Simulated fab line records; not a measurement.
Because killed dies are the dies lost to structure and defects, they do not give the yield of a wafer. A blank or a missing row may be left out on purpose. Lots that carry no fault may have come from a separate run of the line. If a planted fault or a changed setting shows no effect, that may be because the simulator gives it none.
Which of the tools did it? || flow gf180mcu || 24 lots with 72 wafers sampled at 6 steps, on a route of 602 steps

WHAT EACH GAUGE READ, for each wafer
GF_SALICIDE_THK_MEAS_05: measures by xrf.
{"lot": "L074", "measured": "day 15 04:41", "on": "filmMetro-01", "SALICIDE_TIN_THK (nm)": "20.91 20.33 20.32"}
{"lot": "L075", "measured": "day 15 09:07", "on": "filmMetro-01", "SALICIDE_TIN_THK (nm)": "20.77 20.78 20.51"}
{"lot": "L076", "measured": "day 15 14:39", "on": "filmMetro-02", "SALICIDE_TIN_THK (nm)": "19.98 20.28 19.94"}
{"lot": "L077", "measured": "day 16 04:31", "on": "filmMetro-01", "SALICIDE_TIN_THK (nm)": "20.39 20.23 20.18"}
{"lot": "L078", "measured": "day 16 09:59", "on": "filmMetro-04", "SALICIDE_TIN_THK (nm)": "20.60 20.64 20.58"}
{"lot": "L079", "measured": "day 16 19:49", "on": "filmMetro-04", "SALICIDE_TIN_THK (nm)": "20.87 20.33 20.46"}
{"lot": "L080", "measured": "day 17 10:03", "on": "filmMetro-01", "SALICIDE_TIN_THK (nm)": "20.25 20.39 20.74"}
{"lot": "L081", "measured": "day 17 14:44", "on": "filmMetro-01", "SALICIDE_TIN_THK (nm)": "20.42 20.72 20.34"}
{"lot": "L082", "measured": "day 17 22:15", "on": "filmMetro-02", "SALICIDE_TIN_THK (nm)": "20.44 20.15 20.43"}
{"lot": "L083", "measured": "day 18 12:05", "on": "filmMetro-01", "SALICIDE_TIN_THK (nm)": "20.24 20.23 20.48"}
{"lot": "L084", "measured": "day 18 19:00", "on": "filmMetro-04", "SALICIDE_TIN_THK (nm)": "20.61 20.53 20.72"}
{"lot": "L085", "measured": "day 18 19:41", "on": "filmMetro-02", "SALICIDE_TIN_THK (nm)": "20.50 20.15 20.62"}
{"lot": "L086", "measured": "day 19 11:16", "on": "filmMetro-02", "SALICIDE_TIN_THK (nm)": "20.16 19.88 20.13"}
{"lot": "L087", "measured": "day 19 19:09", "on": "filmMetro-01", "SALICIDE_TIN_THK (nm)": "20.85 20.40 20.60"}
{"lot": "L088", "measured": "day 20 13:49", "on": "filmMetro-02", "SALICIDE_TIN_THK (nm)": "20.55 20.67 20.88"}
{"lot": "L089", "measured": "day 20 17:18", "on": "filmMetro-02", "SALICIDE_TIN_THK (nm)": "20.40 20.17 20.47"}
{"lot": "L090", "measured": "day 20 20:08", "on": "filmMetro-02", "SALICIDE_TIN_THK (nm)": "20.67 20.69 20.73"}
{"lot": "L091", "measured": "day 21 16:14", "on": "filmMetro-01", "SALICIDE_TIN_THK (nm)": "21.16 21.16 20.95"}
{"lot": "L092", "measured": "day 22 00:14", "on": "filmMetro-01", "SALICIDE_TIN_THK (nm)": "20.65 20.61 20.73"}
{"lot": "L093", "measured": "day 22 14:55", "on": "filmMetro-02", "SALICIDE_TIN_THK (nm)": "20.21 20.15 19.86"}
{"lot": "L094", "measured": "day 22 15:47", "on": "filmMetro-04", "SALICIDE_TIN_THK (nm)": "19.98 20.31 20.60"}
{"lot": "L095", "measured": "day 22 20:59", "on": "filmMetro-02", "SALICIDE_TIN_THK (nm)": "20.43 20.03 20.03"}
{"lot": "L096", "measured": "day 23 08:45", "on": "filmMetro-01", "SALICIDE_TIN_THK (nm)": "20.86 20.44 20.49"}
{"lot": "L097", "measured": "day 23 12:15", "on": "filmMetro-01", "SALICIDE_TIN_THK (nm)": "21.04 21.09 20.77"}

GF_V2_BOW_MEAS_05.
{"lot": "L074", "measured": "day 19 06:08", "on": "filmMetro-01", "V2_BOW (um)": "90 96 96"}
{"lot": "L075", "measured": "day 19 12:28", "on": "filmMetro-04", "V2_BOW (um)": "101 100 113"}
{"lot": "L076", "measured": "day 19 19:35", "on": "filmMetro-03", "V2_BOW (um)": "104 95 91"}
{"lot": "L077", "measured": "day 20 11:03", "on": "filmMetro-03", "V2_BOW (um)": "88 97 100"}
{"lot": "L078", "measured": "day 20 14:51", "on": "filmMetro-03", "V2_BOW (um)": "90 104 97"}
{"lot": "L079", "measured": "day 21 05:46", "on": "filmMetro-04", "V2_BOW (um)": "105 91 97"}
{"lot": "L080", "measured": "day 21 17:38", "on": "filmMetro-04", "V2_BOW (um)": "101 94 85"}
{"lot": "L081", "measured": "day 21 21:46", "on": "filmMetro-01", "V2_BOW (um)": "82 91 86"}
{"lot": "L082", "measured": "day 22 07:21", "on": "filmMetro-04", "V2_BOW (um)": "92 90 88"}
{"lot": "L083", "measured": "day 22 19:34", "on": "filmMetro-03", "V2_BOW (um)": "97 104 101"}
{"lot": "L084", "measured": "day 23 00:50", "on": "filmMetro-03", "V2_BOW (um)": "96 98 98"}
{"lot": "L085", "measured": "day 23 02:13", "on": "filmMetro-01", "V2_BOW (um)": "97 106 102"}
{"lot": "L086", "measured": "day 23 16:59", "on": "filmMetro-03", "V2_BOW (um)": "101 102 103"}
{"lot": "L087", "measured": "day 24 01:07", "on": "filmMetro-04", "V2_BOW (um)": "108 111 93"}
{"lot": "L088", "measured": "day 24 17:50", "on": "filmMetro-04", "V2_BOW (um)": "108 97 96"}
{"lot": "L089", "measured": "day 24 20:52", "on": "filmMetro-04", "V2_BOW (um)": "87 94 101"}
{"lot": "L090", "measured": "day 24 21:29", "on": "filmMetro-04", "V2_BOW (um)": "118 107 106"}
{"lot": "L091", "measured": "day 25 17:16", "on": "filmMetro-01", "V2_BOW (um)": "83 85 77"}
{"lot": "L092", "measured": "day 26 00:05", "on": "filmMetro-01", "V2_BOW (um)": "110 88 107"}
{"lot": "L093", "measured": "day 26 14:08", "on": "filmMetro-03", "V2_BOW (um)": "89 99 87"}
{"lot": "L094", "measured": "day 26 14:53", "on": "filmMetro-03", "V2_BOW (um)": "108 113 122"}
{"lot": "L095", "measured": "day 26 19:20", "on": "filmMetro-03", "V2_BOW (um)": "84 90 101"}
{"lot": "L096", "measured": "day 27 06:17", "on": "filmMetro-03", "V2_BOW (um)": "89 95 86"}
{"lot": "L097", "measured": "day 27 08:41", "on": "filmMetro-01", "V2_BOW (um)": "85 86 103"}

GF_M4_OVL_MEAS_15.
{"lot": "L074", "measured": "day 23 08:47", "on": "overlay-01", "M4_OVL (nm)": "5 -1 -1"}
{"lot": "L075", "measured": "day 23 16:35", "on": "overlay-01", "M4_OVL (nm)": "6 1 3"}
{"lot": "L076", "measured": "day 23 22:47", "on": "overlay-01", "M4_OVL (nm)": "9 6 -2"}
{"lot": "L077", "measured": "day 24 12:32", "on": "overlay-02", "M4_OVL (nm)": "4 6 9"}
{"lot": "L078", "measured": "day 24 17:02", "on": "overlay-02", "M4_OVL (nm)": "2 10 7"}
{"lot": "L079", "measured": "day 25 06:05", "on": "overlay-01", "M4_OVL (nm)": "5 4 16"}
{"lot": "L080", "measured": "day 25 17:08", "on": "overlay-02", "M4_OVL (nm)": "1 -7 -4"}
{"lot": "L081", "measured": "day 26 00:11", "on": "overlay-01", "M4_OVL (nm)": "5 11 8"}
{"lot": "L082", "measured": "day 26 03:26", "on": "overlay-01", "M4_OVL (nm)": "2 9 0"}
{"lot": "L083", "measured": "day 26 15:35", "on": "overlay-01", "M4_OVL (nm)": "-1 3 -5"}
{"lot": "L084", "measured": "day 26 20:35", "on": "overlay-01", "M4_OVL (nm)": "-4 7 10"}
{"lot": "L085", "measured": "day 26 22:07", "on": "overlay-01", "M4_OVL (nm)": "1 -2 -6"}
{"lot": "L086", "measured": "day 27 11:47", "on": "overlay-01", "M4_OVL (nm)": "-4 -4 -3"}
{"lot": "L087", "measured": "day 27 18:08", "on": "overlay-01", "M4_OVL (nm)": "7 7 8"}
{"lot": "L088", "measured": "day 28 10:11", "on": "overlay-02", "M4_OVL (nm)": "10 15 14"}
{"lot": "L089", "measured": "day 28 11:26", "on": "overlay-02", "M4_OVL (nm)": "1 1 -4"}
{"lot": "L090", "measured": "day 28 12:50", "on": "overlay-01", "M4_OVL (nm)": "6 9 12"}
{"lot": "L091", "measured": "day 29 06:05", "on": "overlay-01", "M4_OVL (nm)": "5 7 5"}
{"lot": "L092", "measured": "day 29 12:32", "on": "overlay-01", "M4_OVL (nm)": "5 13 11"}
{"lot": "L093", "measured": "day 30 00:38", "on": "overlay-01", "M4_OVL (nm)": "0 14 7"}
{"lot": "L094", "measured": "day 30 01:44", "on": "overlay-02", "M4_OVL (nm)": "6 6 6"}
{"lot": "L095", "measured": "day 30 05:32", "on": "overlay-01", "M4_OVL (nm)": "6 6 8"}
{"lot": "L096", "measured": "day 30 15:00", "on": "overlay-02", "M4_OVL (nm)": "-3 4 4"}
{"lot": "L097", "measured": "day 30 17:26", "on": "overlay-02", "M4_OVL (nm)": "-4 6 5"}

GF_V4_THK_MEAS_25: measures by xrf.
{"lot": "L074", "measured": "day 24 09:28", "on": "filmMetro-01", "V4_W_THK (nm)": "351 354 359"}
{"lot": "L075", "measured": "day 24 17:26", "on": "filmMetro-04", "V4_W_THK (nm)": "349 345 342"}
{"lot": "L076", "measured": "day 24 23:43", "on": "filmMetro-04", "V4_W_THK (nm)": "342 348 340"}
{"lot": "L077", "measured": "day 25 12:29", "on": "filmMetro-04", "V4_W_THK (nm)": "345 344 355"}
{"lot": "L078", "measured": "day 25 17:40", "on": "filmMetro-04", "V4_W_THK (nm)": "348 353 343"}
{"lot": "L079", "measured": "day 26 05:32", "on": "filmMetro-01", "V4_W_THK (nm)": "347 350 347"}
{"lot": "L080", "measured": "day 26 16:25", "on": "filmMetro-03", "V4_W_THK (nm)": "352 360 350"}
{"lot": "L081", "measured": "day 26 23:30", "on": "filmMetro-03", "V4_W_THK (nm)": "360 354 355"}
{"lot": "L082", "measured": "day 27 02:41", "on": "filmMetro-01", "V4_W_THK (nm)": "354 351 348"}
{"lot": "L083", "measured": "day 27 14:18", "on": "filmMetro-01", "V4_W_THK (nm)": "346 352 345"}
{"lot": "L084", "measured": "day 27 19:31", "on": "filmMetro-03", "V4_W_THK (nm)": "355 354 357"}
{"lot": "L085", "measured": "day 27 20:46", "on": "filmMetro-04", "V4_W_THK (nm)": "349 345 351"}
{"lot": "L086", "measured": "day 28 09:07", "on": "filmMetro-04", "V4_W_THK (nm)": "343 352 343"}
{"lot": "L087", "measured": "day 28 16:10", "on": "filmMetro-01", "V4_W_THK (nm)": "353 344 341"}
{"lot": "L088", "measured": "day 29 07:47", "on": "filmMetro-03", "V4_W_THK (nm)": "341 353 362"}
{"lot": "L089", "measured": "day 29 09:34", "on": "filmMetro-03", "V4_W_THK (nm)": "355 353 349"}
{"lot": "L090", "measured": "day 29 10:40", "on": "filmMetro-04", "V4_W_THK (nm)": "356 349 354"}
{"lot": "L091", "measured": "day 30 03:49", "on": "filmMetro-01", "V4_W_THK (nm)": "357 355 343"}
{"lot": "L092", "measured": "day 30 10:14", "on": "filmMetro-03", "V4_W_THK (nm)": "354 346 350"}
{"lot": "L093", "measured": "day 30 21:07", "on": "filmMetro-01", "V4_W_THK (nm)": "360 346 362"}
{"lot": "L094", "measured": "day 30 22:34", "on": "filmMetro-01", "V4_W_THK (nm)": "358 349 359"}
{"lot": "L095", "measured": "day 31 02:05", "on": "filmMetro-03", "V4_W_THK (nm)": "363 362 352"}
{"lot": "L096", "measured": "day 31 11:35", "on": "filmMetro-01", "V4_W_THK (nm)": "340 356 354"}
{"lot": "L097", "measured": "day 31 13:43", "on": "filmMetro-01", "V4_W_THK (nm)": "353 342 347"}

WHAT TOOL EACH LOT RAN ON (gives the tool, then ch and the chambers of the sampled wafers, and finally the start)
{"lot": "L074", "GF_V2_CVD_02": "pecvd-02 ch 0,1,2, day 19 05:42", "GF_V2_CMP_26": "cmp-01 ch 1,2, day 20 07:17"}
{"lot": "L075", "GF_V2_CVD_02": "pecvd-03 ch 0,1, day 19 11:51", "GF_V2_CMP_26": "cmp-01 ch 0,2,3, day 20 14:01"}
{"lot": "L076", "GF_V2_CVD_02": "pecvd-01 ch 0,1,2, day 19 19:00", "GF_V2_CMP_26": "cmp-02 ch 0,2, day 20 21:01"}
{"lot": "L077", "GF_V2_CVD_02": "pecvd-03 ch 0,1,2, day 20 10:36", "GF_V2_CMP_26": "cmp-02 ch 1,3, day 21 12:49"}
{"lot": "L078", "GF_V2_CVD_02": "pecvd-01 ch 0,2, day 20 14:24", "GF_V2_CMP_26": "cmp-02 ch 1,2,3, day 21 16:33"}
{"lot": "L079", "GF_V2_CVD_02": "pecvd-03 ch 0,1,2, day 21 05:18", "GF_V2_CMP_26": "cmp-02 ch 0,3, day 22 06:46"}
{"lot": "L080", "GF_V2_CVD_02": "pecvd-01 ch 1,2, day 21 17:13", "GF_V2_CMP_26": "cmp-01 ch 0,2,3, day 22 18:10"}
{"lot": "L081", "GF_V2_CVD_02": "pecvd-01 ch 0,2, day 21 21:20", "GF_V2_CMP_26": "cmp-02 ch 0,1,3, day 22 22:13"}
{"lot": "L082", "GF_V2_CVD_02": "pecvd-01 ch 1,2, day 22 06:54", "GF_V2_CMP_26": "cmp-02 ch 0,1,3, day 23 07:28"}
{"lot": "L083", "GF_V2_CVD_02": "pecvd-02 ch 0,1,2, day 22 19:08", "GF_V2_CMP_26": "cmp-02 ch 0,2,3, day 23 19:13"}
{"lot": "L084", "GF_V2_CVD_02": "pecvd-02 ch 0,2, day 23 00:23", "GF_V2_CMP_26": "cmp-01 ch 1,3, day 24 00:31"}
{"lot": "L085", "GF_V2_CVD_02": "pecvd-03 ch 0,1,2, day 23 01:46", "GF_V2_CMP_26": "cmp-01 ch 0,2,3, day 24 02:08"}
{"lot": "L086", "GF_V2_CVD_02": "pecvd-02 ch 0,1,2, day 23 16:33", "GF_V2_CMP_26": "cmp-02 ch 1,2, day 24 16:40"}
{"lot": "L087", "GF_V2_CVD_02": "pecvd-02 ch 0,1,2, day 24 00:25", "GF_V2_CMP_26": "cmp-02 ch 1,3, day 25 00:28"}
{"lot": "L088", "GF_V2_CVD_02": "pecvd-03 ch 0,2, day 24 17:23", "GF_V2_CMP_26": "cmp-01 ch 0,2, day 25 16:59"}
{"lot": "L089", "GF_V2_CVD_02": "pecvd-03 ch 0,1,2, day 24 20:09", "GF_V2_CMP_26": "cmp-02 ch 1,2,3, day 25 19:20"}
{"lot": "L090", "GF_V2_CVD_02": "pecvd-01 ch 0,1,2, day 24 21:03", "GF_V2_CMP_26": "cmp-01 ch 0,2,3, day 25 20:49"}
{"lot": "L091", "GF_V2_CVD_02": "pecvd-01 ch 0,1, day 25 16:50", "GF_V2_CMP_26": "cmp-01 ch 2,3, day 26 15:23"}
{"lot": "L092", "GF_V2_CVD_02": "pecvd-02 ch 0,2, day 25 23:38", "GF_V2_CMP_26": "cmp-02 ch 0,3, day 26 22:15"}
{"lot": "L093", "GF_V2_CVD_02": "pecvd-02 ch 0,1,2, day 26 13:42", "GF_V2_CMP_26": "cmp-01 ch 1,2,3, day 27 12:17"}
{"lot": "L094", "GF_V2_CVD_02": "pecvd-03 ch 0,1,2, day 26 14:27", "GF_V2_CMP_26": "cmp-01 ch 0,1,3, day 27 13:14"}
{"lot": "L095", "GF_V2_CVD_02": "pecvd-02 ch 0,1, day 26 18:54", "GF_V2_CMP_26": "cmp-01 ch 0,1,3, day 27 17:01"}
{"lot": "L096", "GF_V2_CVD_02": "pecvd-02 ch 0,1,2, day 27 05:52", "GF_V2_CMP_26": "cmp-02 ch 1,2,3, day 28 03:49"}
{"lot": "L097", "GF_V2_CVD_02": "pecvd-03 ch 0,1, day 27 08:14", "GF_V2_CMP_26": "cmp-02 ch 0,1,3, day 28 05:31"}
- GF_V2_CVD_02: deposits SiO2 from TEOS, target thk 850 nm, time 94.851 s.
- GF_V2_CMP_26: polishes, stops on SiO2, t overpolish 15 s, target thk 0 nm.

AS READ BY THE TOOLS THEMSELVES (means over the sampled wafers that have a number; for cases with no such wafer, the mark the record gives instead)
GF_V2_CVD_02.
{"lot": "L074", "tool": "pecvd-02", "heaterPowerW (W)": 682}
{"lot": "L075", "tool": "pecvd-03", "heaterPowerW (W)": 782}
{"lot": "L076", "tool": "pecvd-01", "heaterPowerW (W)": 694}
{"lot": "L077", "tool": "pecvd-03", "heaterPowerW (W)": 691}
{"lot": "L078", "tool": "pecvd-01", "heaterPowerW (W)": 742}
{"lot": "L079", "tool": "pecvd-03", "heaterPowerW (W)": 719}
{"lot": "L080", "tool": "pecvd-01", "heaterPowerW (W)": 733}
{"lot": "L081", "tool": "pecvd-01", "heaterPowerW (W)": 713}
{"lot": "L082", "tool": "pecvd-01", "heaterPowerW (W)": 695}
{"lot": "L083", "tool": "pecvd-02", "heaterPowerW (W)": 674}
{"lot": "L084", "tool": "pecvd-02", "heaterPowerW (W)": 806}
{"lot": "L085", "tool": "pecvd-03", "heaterPowerW (W)": 648}
{"lot": "L086", "tool": "pecvd-02", "heaterPowerW (W)": 699}
{"lot": "L087", "tool": "pecvd-02", "heaterPowerW (W)": 685}
{"lot": "L088", "tool": "pecvd-03", "heaterPowerW (W)": 608}
{"lot": "L089", "tool": "pecvd-03", "heaterPowerW (W)": 715}
{"lot": "L090", "tool": "pecvd-01", "heaterPowerW (W)": 654}
{"lot": "L091", "tool": "pecvd-01", "heaterPowerW (W)": 780}
{"lot": "L092", "tool": "pecvd-02", "heaterPowerW (W)": 760}
{"lot": "L093", "tool": "pecvd-02", "heaterPowerW (W)": 655}
{"lot": "L094", "tool": "pecvd-03", "heaterPowerW (W)": 712}
{"lot": "L095", "tool": "pecvd-02", "heaterPowerW (W)": 641}
{"lot": "L096", "tool": "pecvd-02", "heaterPowerW (W)": 675}
{"lot": "L097", "tool": "pecvd-03", "heaterPowerW (W)": 819}

GF_V2_CMP_26.
{"lot": "L074", "tool": "cmp-01", "motorCurrentA (A)": 10.3, "overpolishRunS (s)": 15.010, "timeToEndpointS (s)": 87}
{"lot": "L075", "tool": "cmp-01", "motorCurrentA (A)": 9.8, "overpolishRunS (s)": 15.003, "timeToEndpointS (s)": 84}
{"lot": "L076", "tool": "cmp-02", "motorCurrentA (A)": 10.1, "overpolishRunS (s)": 14.995, "timeToEndpointS (s)": 79}
{"lot": "L077", "tool": "cmp-02", "motorCurrentA (A)": 10.7, "overpolishRunS (s)": 14.998, "timeToEndpointS (s)": 83}
{"lot": "L078", "tool": "cmp-02", "motorCurrentA (A)": 10.7, "overpolishRunS (s)": 15.002, "timeToEndpointS (s)": 80}
{"lot": "L079", "tool": "cmp-02", "motorCurrentA (A)": 10.9, "overpolishRunS (s)": 15.006, "timeToEndpointS (s)": 84}
{"lot": "L080", "tool": "cmp-01", "motorCurrentA (A)": 9.8, "overpolishRunS (s)": 14.995, "timeToEndpointS (s)": 87}
{"lot": "L081", "tool": "cmp-02", "motorCurrentA (A)": 10.5, "overpolishRunS (s)": 15.007, "timeToEndpointS (s)": 83}
{"lot": "L082", "tool": "cmp-02", "motorCurrentA (A)": 10.5, "overpolishRunS (s)": 14.997, "timeToEndpointS (s)": 81}
{"lot": "L083", "tool": "cmp-02", "motorCurrentA (A)": 10.6, "overpolishRunS (s)": 15.000, "timeToEndpointS (s)": 80}
{"lot": "L084", "tool": "cmp-01", "motorCurrentA (A)": 10.0, "overpolishRunS (s)": 14.994, "timeToEndpointS (s)": 86}
{"lot": "L085", "tool": "cmp-01", "motorCurrentA (A)": 9.8, "overpolishRunS (s)": 15.007, "timeToEndpointS (s)": 87}
{"lot": "L086", "tool": "cmp-02", "motorCurrentA (A)": 10.4, "overpolishRunS (s)": 15.000, "timeToEndpointS (s)": 74}
{"lot": "L087", "tool": "cmp-02", "motorCurrentA (A)": 10.7, "overpolishRunS (s)": 15.004, "timeToEndpointS (s)": 80}
{"lot": "L088", "tool": "cmp-01", "motorCurrentA (A)": 9.8, "overpolishRunS (s)": 15.010, "timeToEndpointS (s)": 81}
{"lot": "L089", "tool": "cmp-02", "motorCurrentA (A)": 10.7, "overpolishRunS (s)": 15.000, "timeToEndpointS (s)": 81}
{"lot": "L090", "tool": "cmp-01", "motorCurrentA (A)": 10.1, "overpolishRunS (s)": 14.998, "timeToEndpointS (s)": 82}
{"lot": "L091", "tool": "cmp-01", "motorCurrentA (A)": 10.4, "overpolishRunS (s)": 14.997, "timeToEndpointS (s)": 84}
{"lot": "L092", "tool": "cmp-02", "motorCurrentA (A)": 10.3, "overpolishRunS (s)": 15.013, "timeToEndpointS (s)": 84}
{"lot": "L093", "tool": "cmp-01", "motorCurrentA (A)": 10.1, "overpolishRunS (s)": 15.013, "timeToEndpointS (s)": 83}
{"lot": "L094", "tool": "cmp-01", "motorCurrentA (A)": 10.0, "overpolishRunS (s)": 15.002, "timeToEndpointS (s)": 85}
{"lot": "L095", "tool": "cmp-01", "motorCurrentA (A)": 10.0, "overpolishRunS (s)": 15.000, "timeToEndpointS (s)": 88}
{"lot": "L096", "tool": "cmp-02", "motorCurrentA (A)": 10.8, "overpolishRunS (s)": 14.999, "timeToEndpointS (s)": 87}
{"lot": "L097", "tool": "cmp-02", "motorCurrentA (A)": 10.3, "overpolishRunS (s)": 15.002, "timeToEndpointS (s)": 87}

THE ANSWER, worked out from the rows above alone
Rule: the lots themselves supply what counts as usual. Put in order of their means at a reading, lots are off if they are a third of the lots or fewer, leave a main group of 4 or more, and stand apart from it by a gap of 3 or more times the standard deviation of the main group's means; of several such gaps the widest counts. A main group is skipped when, at the precision printed for the reading in the tables above, its means are all equal. Also off: a lot with no number at a reading for which 4 or more lots have one. All remaining lots with rows at the step are treated as sound. After the gauges, taken in route order, come the tools' own readings; for these a lot's mean is taken, as printed above. The first step at which some lot is off is used, and at that step the reading that is off furthest; a lot without a number counts as furthest.
Across all readings shown, no lot is off: no conclusion can be drawn from this.

WHAT THE SIMULATOR HAD INSERTED
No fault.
